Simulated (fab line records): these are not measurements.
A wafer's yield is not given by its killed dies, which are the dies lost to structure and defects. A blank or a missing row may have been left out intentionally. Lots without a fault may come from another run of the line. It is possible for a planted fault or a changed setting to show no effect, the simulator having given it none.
fab line records + flow sky130
[record]
- lots = 7
- wafers = 21
- lastDay = 49
route steps=708 shown LDD_P@263 LDD_HVN@267 LDD_HVP@278 PAD_OPEN@708
lots untouched by any fault: they come from a run of this same line in which no faults occurred
startH: hours from the record's first day to the start of the lot's first wafer shown + waitH: time in hours since the lot's previous step + " identical to the entry in the row above + L1.1+2: one row covering several wafers at once + - value missing, or start not given + * or withheld: withheld + < > ~ a bound
route shown NAME@n: NAME is a module with steps in the file, n the number in the route of the first one + usual: mean/standard deviation taken from wafers without a fault + same: alike in all rows + chamber/n: place in a boat + sites: per-site readings + _std_site: the standard deviation of these + _edge_site: inner sites' mean taken away from outer sites' mean + radiusMm: how far each site lies from the wafer's centre + mask NAME#n: copy n + behind: the tool/chamber that last shaped the wafer + hold: cause of the lot's hold/its duration in hours/its outcome + device: which transistor (n, p or np) failed to switch + end of line: tests of these same wafers at the route's end + a step without rows: its recipe alone + killed: not the wafer's yield, but the dies lost to structure and defects at the first sort + map: a wafer's dies, x killed, . not, _ none there
set.NAME: the setting as run; set.NAME@STEP: as run at that earlier step + model.NAME: the simulator's own value behind a step, which no gauge read
a table for each step, a row for each wafer; lots at some steps of the route
services: the hour from which a tool's chamber was out of use, counted from the record's first day as startH (under 0 if before that day), plus the number of hours and why
[[steps]]
[step SKY_LDD_P_OVL_MEAS_08]
[usual]
- LDD_P_OVL = 0.3/1.6
| lot.wafer | tool       | chamber | startH | waitH | LDD_P_OVL[nm] |
|-----------|------------|---------|--------|-------|---------------|
| L710.2    | overlay-01 | -       | 470.87 | 0.1   | -3.5          |
| L710.3    | "          | -       | "      | "     | -1.5          |
| L710.6    | "          | -       | "      | "     | -1.8          |
| L712.1    | overlay-02 | -       | 485.31 | 0.1   | 1.3           |
| L712.5    | "          | -       | "      | "     | -0.1          |
| L712.6    | "          | -       | "      | "     | 1.2           |
| L713.4    | overlay-02 | -       | 487.73 | 0.1   | 0.2           |
| L713.5    | "          | -       | "      | "     | 1.2           |
| L713.6    | "          | -       | "      | "     | 1.1           |
| L714.1    | overlay-02 | -       | 493.21 | 0.1   | 1.1           |
| L714.3    | "          | -       | "      | "     | 0.0           |
| L714.4    | "          | -       | "      | "     | 1.7           |
| L720.2    | overlay-01 | -       | 541.26 | 0.1   | 2.4           |
| L720.4    | "          | -       | "      | "     | 2.0           |
| L720.5    | "          | -       | "      | "     | 3.9           |
| L723.2    | overlay-01 | -       | 587.27 | 0.1   | 0.7           |
| L723.4    | "          | -       | "      | "     | -0.1          |
| L723.6    | "          | -       | "      | "     | 1.6           |
| L726.3    | overlay-02 | -       | 601.47 | 0.1   | -2.4          |
| L726.4    | "          | -       | "      | "     | -0.8          |
| L726.5    | "          | -       | "      | "     | -0.8          |
[step SKY_LDD_P_IMPLANT_09]
[recipe]
- species = BF2
- energyKev = 25
- doseCm2 = 1e+13
- tiltDeg = withheld
[step SKY_LDD_P_STRIP_10]
[recipe]
- chemistry = O2/N2
- powerW = 1400
- pressureMtorr = 1500
- platenTempC = withheld
- o2FlowSccm = 3000
- n2FlowSccm = 300
- overashFraction = 0.5
[usual]
- drypumpMotorCurrentA = 5.56/0.28
- oesProductAu = 0.716/0.0045
- stripTimeToEndpointS = 14.17/0.045
| lot.wafer | tool           | chamber | startH | waitH | drypumpMotorCurrentA | oesProductAu | rfHoursCounterH | stripTimeToEndpointS |
|-----------|----------------|---------|--------|-------|----------------------|--------------|-----------------|----------------------|
| L710.2    | plasmaAsher-02 | 1       | 471.05 | 0.1   | 5.09                 | 0.719        | 4               | 14.13                |
| L710.3    | "              | 1       | "      | "     | 5.08                 | 0.715        | -               | 14.17                |
| L710.6    | "              | 1       | "      | "     | 5.08                 | 0.718        | -               | 14.15                |
| L712.1    | plasmaAsher-01 | 0       | 485.50 | 0.1   | 5.44                 | 0.712        | 68              | 14.23                |
| L712.5    | "              | 0       | "      | "     | 5.45                 | 0.712        | -               | 14.22                |
| L712.6    | "              | 1       | "      | "     | 5.83                 | 0.720        | -               | 14.21                |
| L713.4    | plasmaAsher-03 | 1       | 487.93 | 0.1   | 5.73                 | 0.710        | -               | 14.19                |
| L713.5    | "              | 0       | "      | "     | 5.85                 | 0.718        | -               | 14.19                |
| L713.6    | "              | 1       | "      | "     | 5.75                 | 0.720        | -               | 14.16                |
| L714.1    | plasmaAsher-01 | 1       | 493.40 | 0.1   | 5.83                 | 0.715        | 69              | 14.17                |
| L714.3    | "              | 1       | "      | "     | 5.83                 | 0.718        | -               | 14.19                |
| L714.4    | "              | 0       | "      | "     | 5.44                 | 0.720        | -               | 14.12                |
| L720.2    | plasmaAsher-01 | 0       | 541.44 | 0.1   | 5.43                 | 0.718        | 74              | 14.13                |
| L720.4    | "              | 0       | "      | "     | 5.42                 | 0.718        | -               | 14.18                |
| L720.5    | "              | 0       | "      | "     | 5.43                 | 0.717        | -               | 14.15                |
| L723.2    | plasmaAsher-02 | 1       | 587.45 | 0.1   | 5.07                 | 0.716        | 15              | 14.06                |
| L723.4    | "              | 1       | "      | "     | 5.08                 | 0.718        | -               | 14.12                |
| L723.6    | "              | 0       | "      | "     | 5.58                 | 0.713        | -               | 14.12                |
| L726.3    | plasmaAsher-02 | 1       | 601.68 | 0.1   | 5.08                 | 0.723        | -               | 14.20                |
| L726.4    | "              | 0       | "      | "     | 5.57                 | 0.714        | -               | 14.21                |
| L726.5    | "              | 1       | "      | "     | 5.09                 | 0.712        | -               | 14.19                |
[step SKY_LDD_P_TW_MEAS_11]
[usual]
- LDD_P_TW = 640/9
| lot.wafer | tool         | chamber | startH | waitH | LDD_P_TW |
|-----------|--------------|---------|--------|-------|----------|
| L710.2    | filmMetro-02 | -       | 471.16 | 0.1   | 646      |
| L710.3    | "            | -       | "      | "     | 639      |
| L710.6    | "            | -       | "      | "     | 643      |
| L712.1    | filmMetro-01 | -       | 485.60 | 0.1   | 647      |
| L712.5    | "            | -       | "      | "     | 651      |
| L712.6    | "            | -       | "      | "     | 649      |
| L713.4    | filmMetro-02 | -       | 488.03 | 0.1   | 644      |
| L713.5    | "            | -       | "      | "     | 643      |
| L713.6    | "            | -       | "      | "     | 646      |
| L714.1    | filmMetro-03 | -       | 493.50 | 0.1   | 627      |
| L714.3    | "            | -       | "      | "     | 628      |
| L714.4    | "            | -       | "      | "     | 630      |
| L720.2    | filmMetro-02 | -       | 541.55 | 0.1   | 642      |
| L720.4    | "            | -       | "      | "     | 635      |
| L720.5    | "            | -       | "      | "     | 640      |
| L723.2    | filmMetro-03 | -       | 587.56 | 0.1   | 627      |
| L723.4    | "            | -       | "      | "     | 629      |
| L723.6    | "            | -       | "      | "     | 625      |
| L726.3    | filmMetro-01 | -       | 601.77 | 0.1   | 648      |
| L726.4    | "            | -       | "      | "     | 649      |
| L726.5    | "            | -       | "      | "     | 647      |
[step SKY_LDD_HVN_DEHYDRATE_00]
[recipe]
- tempC = 200
- timeS = 60
[step SKY_LDD_HVN_HMDS_01]
[recipe]
- primeTimeS = 60
- primeTempC = 120
[step SKY_LDD_HVN_COAT_02]
[recipe]
- resist = NOVOLAK
- spinRpm = 3000
- resistThkNm = 300
[step SKY_LDD_HVN_SOFTBAKE_03]
[recipe]
- tempC = 90
- timeS = 60
- resist = NOVOLAK
[step SKY_LDD_HVN_EXPOSE_04]
[recipe]
- maskId = HVNTM
- na = 0.6
- sourceShape = conventional
- sigmaOuter = 0.6
- polarization = unpolarized
- targetCdNm = 700
- doseMj = 127
[step SKY_LDD_HVN_PEB_05]
[recipe]
- tempC = withheld
- timeS = *
- resist = NOVOLAK
[step SKY_LDD_HVN_DEVELOP_06]
[recipe]
- resist = NOVOLAK
- developer = TMAH
- developTimeS = 60
- devTempC = 23
[step SKY_LDD_HVN_OVL_MEAS_07]
[usual]
- LDD_HVN_OVL = -0.1/1.5
| lot.wafer | tool       | chamber | startH | waitH | LDD_HVN_OVL[nm] |
|-----------|------------|---------|--------|-------|-----------------|
| L710.2    | overlay-01 | -       | 501.64 | 0.1   | 0.6             |
| L710.3    | "          | -       | "      | "     | 0.9             |
| L710.6    | "          | -       | "      | "     | 0.9             |
| L712.1    | overlay-01 | -       | 515.49 | 0.1   | -1.0            |
| L712.5    | "          | -       | "      | "     | -0.2            |
| L712.6    | "          | -       | "      | "     | 0.8             |
| L713.4    | overlay-02 | -       | 518.61 | 0.1   | -1.6            |
| L713.5    | "          | -       | "      | "     | -1.1            |
| L713.6    | "          | -       | "      | "     | -0.2            |
| L714.1    | overlay-01 | -       | 523.79 | 0.1   | 0.8             |
| L714.3    | "          | -       | "      | "     | -1.0            |
| L714.4    | "          | -       | "      | "     | -1.4            |
| L720.2    | overlay-02 | -       | 570.00 | 0.1   | 1.5             |
| L720.4    | "          | -       | "      | "     | 1.6             |
| L720.5    | "          | -       | "      | "     | 1.7             |
| L723.2    | overlay-01 | -       | 616.65 | 0.1   | 0.2             |
| L723.4    | "          | -       | "      | "     | 0.9             |
| L723.6    | "          | -       | "      | "     | 1.4             |
| L726.3    | overlay-01 | -       | 630.00 | 0.1   | 1.2             |
| L726.4    | "          | -       | "      | "     | 0.8             |
| L726.5    | "          | -       | "      | "     | 0.5             |
[step SKY_LDD_HVN_IMPLANT_08]
[recipe]
- species = P
- energyKev = 60
- doseCm2 = 3e+13
- tiltDeg = 40
| lot.wafer  | tool         | chamber | startH | waitH |
|------------|--------------|---------|--------|-------|
| L710.2+3+6 | implanter-04 | 0       | 501.70 | 0.0   |
| L710.2+3+6 | implanter-04 | 0       | 502.01 | 0.3   |
| L712.1+5+6 | implanter-03 | 0       | 515.53 | 0.0   |
| L713.4+5+6 | implanter-03 | 0       | 518.70 | 0.1   |
| L713.4+5+6 | implanter-03 | 0       | 519.02 | 0.3   |
| L714.1+3+4 | implanter-03 | 0       | 523.82 | 0.0   |
| L720.2+4+5 | implanter-03 | 0       | 570.05 | 0.0   |
| L720.2+4+5 | implanter-03 | 0       | 570.37 | 0.3   |
| L723.2+4+6 | implanter-01 | 0       | 616.70 | 0.0   |
| L726.3+4+5 | implanter-01 | 0       | 630.08 | 0.1   |
[step SKY_LDD_HVN_STRIP_09]
[recipe]
- chemistry = O2/N2
- powerW = 1400
- pressureMtorr = 1500
- platenTempC = withheld
- o2FlowSccm = 3000
- n2FlowSccm = 300
- overashFraction = 0.5
[usual]
- drypumpMotorCurrentA = 5.8/0.37
- oesProductAu = 0.409/0.0044
- stripTimeToEndpointS = 4.134/0.014
| lot.wafer | tool           | chamber | startH | waitH | drypumpMotorCurrentA | oesProductAu | rfHoursCounterH | stripTimeToEndpointS |
|-----------|----------------|---------|--------|-------|----------------------|--------------|-----------------|----------------------|
| L710.2    | plasmaAsher-03 | 0       | 502.14 | 0.1   | 5.9                  | 0.411        | 35              | 4.155                |
| L710.3    | "              | 0       | "      | "     | 5.9                  | 0.420        | -               | 4.138                |
| L710.6    | "              | 1       | "      | "     | 5.7                  | 0.412        | -               | 4.170                |
| L712.1    | plasmaAsher-01 | 0       | 515.68 | 0.1   | 5.4                  | 0.410        | 71              | 4.142                |
| L712.5    | "              | 0       | "      | "     | 5.4                  | 0.409        | -               | 4.155                |
| L712.6    | "              | 1       | "      | "     | 5.8                  | 0.413        | -               | 4.129                |
| L713.4    | plasmaAsher-04 | 1       | 519.13 | 0.1   | 5.2                  | 0.407        | -               | 4.127                |
| L713.5    | "              | 1       | "      | "     | 5.2                  | 0.399        | -               | 4.130                |
| L713.6    | "              | 0       | "      | "     | 6.3                  | 0.411        | -               | 4.132                |
| L714.1    | plasmaAsher-03 | 0       | 523.97 | 0.1   | 5.9                  | 0.411        | 37              | 4.147                |
| L714.3    | "              | 0       | "      | "     | 5.9                  | 0.417        | -               | 4.145                |
| L714.4    | "              | 1       | "      | "     | 5.8                  | 0.402        | -               | 4.117                |
| L720.2    | plasmaAsher-04 | 0       | 570.49 | 0.1   | 6.3                  | 0.407        | 93              | 4.140                |
| L720.4    | "              | 0       | "      | "     | 6.3                  | 0.409        | -               | 4.117                |
| L720.5    | "              | 0       | "      | "     | 6.3                  | 0.406        | -               | 4.145                |
| L723.2    | plasmaAsher-04 | 1       | 616.83 | 0.1   | 5.3                  | 0.408        | 98              | 4.143                |
| L723.4    | "              | 1       | "      | "     | 5.2                  | 0.402        | -               | 4.129                |
| L723.6    | "              | 0       | "      | "     | 6.3                  | 0.412        | -               | 4.139                |
| L726.3    | plasmaAsher-03 | 0       | 630.21 | 0.1   | 5.9                  | 0.404        | -               | 4.138                |
| L726.4    | "              | 1       | "      | "     | 5.8                  | 0.404        | -               | 4.154                |
| L726.5    | "              | 0       | "      | "     | 5.9                  | 0.410        | -               | 4.141                |
[step SKY_LDD_HVN_TW_MEAS_10]
[usual]
- LDD_HVN_TW = 1435/14
| lot.wafer | tool         | chamber | startH | waitH | LDD_HVN_TW |
|-----------|--------------|---------|--------|-------|------------|
| L710.2    | filmMetro-03 | -       | 502.25 | 0.1   | 1769       |
| L710.3    | "            | -       | "      | "     | 1774       |
| L710.6    | "            | -       | "      | "     | 1773       |
| L710.2    | filmMetro-03 | -       | 502.48 | 0.2   | 1767       |
| L710.3    | "            | -       | "      | "     | 1772       |
| L710.6    | "            | -       | "      | "     | 1763       |
| L712.1    | filmMetro-02 | -       | 515.78 | 0.1   | 1453       |
| L712.5    | "            | -       | "      | "     | 1447       |
| L712.6    | "            | -       | "      | "     | 1453       |
| L713.4    | filmMetro-03 | -       | 519.22 | 0.1   | 1776       |
| L713.5    | "            | -       | "      | "     | 1765       |
| L713.6    | "            | -       | "      | "     | 1770       |
| L713.4    | filmMetro-03 | -       | 519.52 | 0.3   | 1779       |
| L713.5    | "            | -       | "      | "     | 1784       |
| L713.6    | "            | -       | "      | "     | 1764       |
| L714.1    | filmMetro-02 | -       | 524.07 | 0.1   | 1457       |
| L714.3    | "            | -       | "      | "     | 1442       |
| L714.4    | "            | -       | "      | "     | 1453       |
| L720.2    | filmMetro-03 | -       | 570.60 | 0.1   | 1768       |
| L720.4    | "            | -       | "      | "     | 1759       |
| L720.5    | "            | -       | "      | "     | 1766       |
| L720.2    | filmMetro-03 | -       | 570.84 | 0.2   | 1770       |
| L720.4    | "            | -       | "      | "     | 1766       |
| L720.5    | "            | -       | "      | "     | 1766       |
| L723.2    | filmMetro-02 | -       | 616.94 | 0.1   | 1442       |
| L723.4    | "            | -       | "      | "     | 1449       |
| L723.6    | "            | -       | "      | "     | 1447       |
| L726.3    | filmMetro-02 | -       | 630.30 | 0.1   | 1450       |
| L726.4    | "            | -       | "      | "     | 1445       |
| L726.5    | "            | -       | "      | "     | 1454       |
[step SKY_LDD_HVP_DEHYDRATE_00]
[recipe]
- tempC = 200
- timeS = 60
[step SKY_PAD_OPEN_PROBE_99]
[usual]
- killed_at_M0_to_M3 = 44/6.5
- killed_at_M4_up = 3.3/1.9
- killedAtContacts = 23/4.7
- killedAtFrontEnd = 15/4.5
- killedAtOther = 0.2/0.52
- killedDies = 86/8.9
- killedOpen = 47/6.8
- killedShort = 39/6.1
[same]
- grossDies = 492
- killedAtBackSide = 0
| lot.wafer | tool      | chamber | startH  | waitH | killed_at_M0_to_M3 | killed_at_M4_up | killedAtContacts | killedAtFrontEnd | killedAtOther | killedDies | killedOpen | killedShort | model.etest.tip_n_5v.rsOhmSq | model.etest.nfetG5v0d10v5.rOnOhmUm | model.etest.nfetG5v0d10v5.driveUaUm | model.etest.nfet_05v0_nvt.driveUaUm | model.etest.tip_n_5v.rsOhmSqRange | model.etest.resNdiffHv.rsOhmSq | model.etest.ring_5v.delayPs | model.etest.nfet_05v0_nvt.offLog10AUm |
|-----------|-----------|---------|---------|-------|--------------------|-----------------|------------------|------------------|---------------|------------|------------|-------------|------------------------------|------------------------------------|-------------------------------------|-------------------------------------|-----------------------------------|--------------------------------|-----------------------------|---------------------------------------|
| L710.2    | prober-01 | -       | 1097.21 | 0.1   | 37                 | 2               | 30               | 20               | 0             | 89         | 52         | 37          | 836.6                        | 1739                               | 644.8                               | 590                                 | 18.67                             | 111.4                          | 43.35                       | -10.64                                |
| L710.3    | prober-01 | -       | 1097.26 | 0.2   | 46                 | 1               | 21               | 25               | 0             | 93         | 54         | 39          | 837.4                        | 1740                               | 644.3                               | 589                                 | 22.22                             | 110.9                          | 43.92                       | -10.65                                |
| L710.6    | prober-01 | -       | 1097.41 | 0.2   | 41                 | 7               | 24               | 17               | 0             | 89         | 48         | 41          | 834.8                        | 1713                               | 654.3                               | 600.1                               | 19.44                             | 111.5                          | 43.93                       | -10.6                                 |
| L713.4    | prober-02 | -       | 1106.71 | 0.2   | 51                 | 10              | 15               | 24               | 0             | 100        | 51         | 49          | 854.5                        | 1720                               | 652.8                               | 597.7                               | 19.7                              | 110.6                          | 43.49                       | -10.79                                |
| L713.5    | prober-02 | -       | 1106.76 | 0.2   | 42                 | 2               | 16               | 16               | 0             | 76         | 39         | 37          | 850.5                        | 1712                               | 657.4                               | 600.6                               | 16.36                             | 110.6                          | 43.23                       | -10.7                                 |
| L713.6    | prober-02 | -       | 1106.81 | 0.2   | 50                 | 1               | 27               | 15               | 0             | 93         | 53         | 40          | 854.2                        | 1716                               | 656.3                               | 603                                 | 26.44                             | 110.7                          | 43.3                        | -10.69                                |
| L712.1    | prober-01 | -       | 1106.91 | 0.1   | 50                 | 3               | 25               | 20               | 1             | 99         | 58         | 41          | 1382                         | 1872                               | 600.4                               | 571.4                               | 33.47                             | 112.6                          | 43.84                       | -11.07                                |
| L712.5    | prober-01 | -       | 1107.11 | 0.2   | 53                 | 2               | 19               | 14               | 0             | 88         | 43         | 45          | 1391                         | 1889                               | 600.9                               | 571.2                               | 28.14                             | 113.4                          | 44.63                       | -11.3                                 |
| L712.6    | prober-01 | -       | 1107.16 | 0.2   | 45                 | 2               | 30               | 18               | 1             | 96         | 51         | 45          | 1380                         | 1860                               | 605.8                               | 576.6                               | 36.11                             | 112.8                          | 44.27                       | -11.01                                |
| L714.1    | prober-02 | -       | 1108.06 | 0.1   | 43                 | 1               | 23               | 17               | 0             | 84         | 49         | 35          | 1390                         | 1905                               | 597.3                               | 566                                 | 24.25                             | 113.5                          | 45.24                       | -10.75                                |
| L714.3    | prober-02 | -       | 1108.16 | 0.2   | 47                 | 3               | 16               | 13               | 0             | 79         | 43         | 36          | 1400                         | 1876                               | 612.8                               | 581.7                               | 25.98                             | 114                            | 43.91                       | -10.89                                |
| L714.4    | prober-02 | -       | 1108.21 | 0.2   | 45                 | 3               | 26               | 20               | 0             | 94         | 56         | 38          | 1385                         | 1896                               | 606.8                               | 578.9                               | 25.91                             | 113.6                          | 44.93                       | -11.01                                |
| L720.2    | prober-02 | -       | 1139.19 | 0.1   | 58                 | 4               | 27               | 21               | 0             | 110        | 63         | 47          | 843.2                        | 1737                               | 649.5                               | 589.5                               | 25.08                             | 110.7                          | 44                          | -10.72                                |
| L720.4    | prober-02 | -       | 1139.29 | 0.2   | 58                 | 1               | 24               | 7                | 0             | 90         | 49         | 41          | 840.4                        | 1723                               | 653.5                               | 594.7                               | 15.71                             | 110.4                          | 43.85                       | -10.97                                |
| L720.5    | prober-02 | -       | 1139.34 | 0.2   | 55                 | 0               | 27               | 16               | 0             | 98         | 57         | 41          | 845.7                        | 1741                               | 647.8                               | 596                                 | 20.2                              | 110.5                          | 44.58                       | -10.71                                |
| L723.2    | prober-02 | -       | 1165.48 | 0.1   | 42                 | 2               | 17               | 21               | 0             | 82         | 40         | 42          | 1399                         | 1918                               | 583.2                               | 560.5                               | 26.91                             | 114.7                          | 45.42                       | -11.06                                |
| L723.4    | prober-02 | -       | 1165.58 | 0.2   | 49                 | 3               | 22               | 12               | 1             | 87         | 43         | 44          | 1401                         | 1899                               | 595.7                               | 567                                 | 14.3                              | 114.1                          | 44.57                       | -10.84                                |
| L723.6    | prober-02 | -       | 1165.68 | 0.2   | 36                 | 3               | 19               | 19               | 0             | 77         | 42         | 35          | 1402                         | 1918                               | 598.1                               | 566.6                               | 44.08                             | 114                            | 44.35                       | -10.91                                |
| L726.3    | prober-01 | -       | 1180.47 | 0.2   | 33                 | 0               | 15               | 24               | 0             | 72         | 42         | 30          | 1409                         | 1902                               | 598                                 | 567.7                               | 30.29                             | 112.3                          | 45.45                       | -11.35                                |
| L726.4    | prober-01 | -       | 1180.52 | 0.2   | 30                 | 4               | 19               | 17               | 0             | 70         | 38         | 32          | 1407                         | 1896                               | 597.1                               | 565                                 | 35.45                             | 113.1                          | 45.76                       | -11.13                                |
| L726.5    | prober-01 | -       | 1180.57 | 0.2   | 51                 | 1               | 21               | 17               | 2             | 92         | 49         | 43          | 1396                         | 1895                               | 597.9                               | 572.1                               | 20.75                             | 113.2                          | 45.69                       | -11.09                                |
// killed by level:class
L710.2 CONTACT:geometricParticle:open=18 VIA1:geometricParticle:open=8 METAL1:geometricParticle:short=5 METAL2:geometricParticle:short=5 POLY_GATE:geometricParticle:open=4 SPACER:geometricParticle:open=4 LI_CONTACT:geometricParticle:open=4 LI_CONTACT:geometricParticle:short=4
L710.3 FIELD_ISO:geometricParticle:short=10 VIA1:geometricParticle:open=10 CONTACT:geometricParticle:open=10 VIA2:geometricParticle:open=8 METAL1:geometricParticle:short=8 FIELD_ISO:geometricParticle:open=7 METAL2:geometricParticle:short=5 LI_CONTACT:geometricParticle:open=5
L710.6 VIA1:geometricParticle:open=10 LI_CONTACT:geometricParticle:open=8 CONTACT:geometricParticle:open=7 METAL4:geometricParticle:short=7 FIELD_ISO:geometricParticle:short=6 VIA3:geometricParticle:open=6 FIELD_ISO:geometricParticle:open=5 VIA2:geometricParticle:open=5
L713.4 VIA1:geometricParticle:open=11 VIA3:geometricParticle:open=10 METAL4:geometricParticle:short=8 FIELD_ISO:geometricParticle:open=8 METAL2:geometricParticle:short=8 CONTACT:geometricParticle:short=6 VIA1:geometricParticle:short=6 POLY_GATE:geometricParticle:open=5
L713.5 VIA1:geometricParticle:open=14 VIA3:geometricParticle:open=7 FIELD_ISO:geometricParticle:short=6 CONTACT:geometricParticle:open=6 METAL2:geometricParticle:short=5 LOCAL_INTERCONNECT:geometricParticle:short=5 CONTACT:geometricParticle:short=5 VIA2:geometricParticle:open=5
L713.6 CONTACT:geometricParticle:open=13 VIA1:geometricParticle:open=10 VIA1:geometricParticle:short=9 CONTACT:geometricParticle:short=6 VIA3:geometricParticle:open=6 METAL2:geometricParticle:short=6 POLY_GATE:geometricParticle:short=5 FIELD_ISO:geometricParticle:open=4
L712.1 CONTACT:geometricParticle:open=13 VIA1:geometricParticle:open=13 FIELD_ISO:geometricParticle:open=7 METAL2:geometricParticle:short=7 VIA3:geometricParticle:open=7 FIELD_ISO:geometricParticle:short=5 LI_CONTACT:geometricParticle:open=5 VIA2:geometricParticle:open=5
L712.5 VIA1:geometricParticle:open=11 CONTACT:geometricParticle:open=8 METAL1:geometricParticle:short=7 VIA2:geometricParticle:open=7 VIA3:geometricParticle:open=6 VIA3:geometricParticle:short=5 FIELD_ISO:geometricParticle:short=4 VIA2:geometricParticle:short=4
L712.6 CONTACT:geometricParticle:open=11 VIA1:geometricParticle:open=10 CONTACT:geometricParticle:short=7 VIA3:geometricParticle:open=7 METAL2:geometricParticle:short=6 FIELD_ISO:geometricParticle:short=5 LI_CONTACT:geometricParticle:open=5 POLY_GATE:geometricParticle:short=4
L714.1 CONTACT:geometricParticle:open=12 VIA1:geometricParticle:open=10 LI_CONTACT:geometricParticle:open=6 VIA2:geometricParticle:open=6 METAL3:geometricParticle:short=6 VIA3:geometricParticle:open=6 FIELD_ISO:geometricParticle:short=5 METAL1:geometricParticle:short=5
L714.3 VIA1:geometricParticle:open=11 VIA3:geometricParticle:open=8 METAL2:geometricParticle:short=6 METAL1:geometricParticle:short=6 VIA2:geometricParticle:open=6 CONTACT:geometricParticle:open=5 LI_CONTACT:geometricParticle:open=4 CONTACT:geometricParticle:short=4
L714.4 VIA3:geometricParticle:open=10 LI_CONTACT:geometricParticle:open=10 CONTACT:geometricParticle:open=9 POLY_GATE:geometricParticle:short=6 FIELD_ISO:geometricParticle:open=5 METAL2:geometricParticle:short=5 VIA2:geometricParticle:open=5 METAL3:geometricParticle:short=5
L720.2 VIA2:geometricParticle:open=12 VIA1:geometricParticle:open=11 VIA3:geometricParticle:open=9 CONTACT:geometricParticle:open=8 LI_CONTACT:geometricParticle:open=7 POLY_GATE:geometricParticle:open=6 CONTACT:geometricParticle:short=6 METAL1:geometricParticle:short=6
L720.4 VIA2:geometricParticle:open=12 VIA1:geometricParticle:open=11 CONTACT:geometricParticle:open=9 METAL2:geometricParticle:short=9 VIA3:geometricParticle:open=6 VIA3:geometricParticle:short=6 LI_CONTACT:geometricParticle:open=5 CONTACT:geometricParticle:short=4
L720.5 VIA1:geometricParticle:open=15 LI_CONTACT:geometricParticle:open=12 METAL2:geometricParticle:short=9 VIA2:geometricParticle:open=9 VIA3:geometricParticle:open=7 CONTACT:geometricParticle:short=6 FIELD_ISO:geometricParticle:short=5 METAL1:geometricParticle:short=5
L723.2 CONTACT:geometricParticle:open=7 VIA2:geometricParticle:open=7 VIA1:geometricParticle:open=6 VIA3:geometricParticle:open=6 FIELD_ISO:geometricParticle:short=5 METAL2:geometricParticle:short=5 FIELD_ISO:geometricParticle:open=4 POLY_GATE:geometricParticle:short=4
L723.4 VIA1:geometricParticle:short=8 VIA1:geometricParticle:open=8 VIA3:geometricParticle:open=7 CONTACT:geometricParticle:open=7 METAL1:geometricParticle:short=6 LI_CONTACT:geometricParticle:open=5 METAL1:geometricParticle:open=5 METAL2:geometricParticle:short=5
L723.6 VIA3:geometricParticle:open=9 VIA1:geometricParticle:open=9 FIELD_ISO:geometricParticle:open=8 VIA3:geometricParticle:short=6 LOCAL_INTERCONNECT:geometricParticle:short=5 CONTACT:geometricParticle:open=5 POLY_GATE:geometricParticle:short=4 LI_CONTACT:geometricParticle:open=4
L726.3 VIA1:geometricParticle:open=10 FIELD_ISO:geometricParticle:open=7 FIELD_ISO:geometricParticle:short=6 VIA1:geometricParticle:short=5 LI_CONTACT:geometricParticle:open=5 CONTACT:geometricParticle:open=5 POLY_GATE:geometricParticle:short=4 POLY_GATE:geometricParticle:open=4
L726.4 CONTACT:geometricParticle:open=10 VIA1:geometricParticle:open=6 FIELD_ISO:geometricParticle:open=4 METAL1:geometricParticle:short=4 VIA1:geometricParticle:short=4 VIA3:geometricParticle:open=4 FIELD_ISO:geometricParticle:short=3 POLY_GATE:geometricParticle:open=3
L726.5 VIA1:geometricParticle:open=14 METAL2:geometricParticle:short=8 CONTACT:geometricParticle:open=7 VIA3:geometricParticle:open=6 VIA1:geometricParticle:short=5 LOCAL_INTERCONNECT:geometricParticle:short=5 FIELD_ISO:geometricParticle:open=4 FIELD_ISO:geometricParticle:short=4
[[services]]
| tool           | chamber | startH | hours | kind   |
|----------------|---------|--------|-------|--------|
| implanter-04   | -       | 524.04 | 15.6  | pm     |
| plasmaAsher-02 | -       | 540.61 | 2.1   | repair |
| implanter-03   | -       | 552.69 | 13.0  | repair |
[[key]]
[firstSign]
- step = SKY_LDD_HVN_IMPLANT_08
- reading = visit
- direction = added
[effect]
- step = SKY_LDD_HVN_TW_MEAS_10
- reading = visit
- direction = added
[effect]
- step = SKY_LDD_HVN_TW_MEAS_10
- reading = LDD_HVN_TW
- direction = up
- sigmas = 23
- usual = 1435
- struck = 1769
[modelEffect]
- step = SKY_PAD_OPEN_PROBE_99
- value = etest.tip_n_5v.rsOhmSq
- without = 1379
- struck = 844.2
metAt SKY_LDD_HVN_IMPLANT_08
struckWafers L710.2,L710.3,L710.6,L713.4,L713.5,L713.6,L720.2,L720.4,L720.5
testerLeftOut L710,L713,L720
[fault]
- kind = repeatedStepWhole
- tool = implanter-01,implanter-03,implanter-04
- chamber = -
- onsetH = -
- steps = SKY_LDD_HVN_IMPLANT_08
- times = 1
- scope = struckLotsOnly
// testerLeftOut: of these lots the tester's yield and bins aren't shown, on N5 and GAA mostly nor the transistor test; their killed dies are dies lost to structure and defects alone, not to doping, threshold or leakage, so they don't give the yield
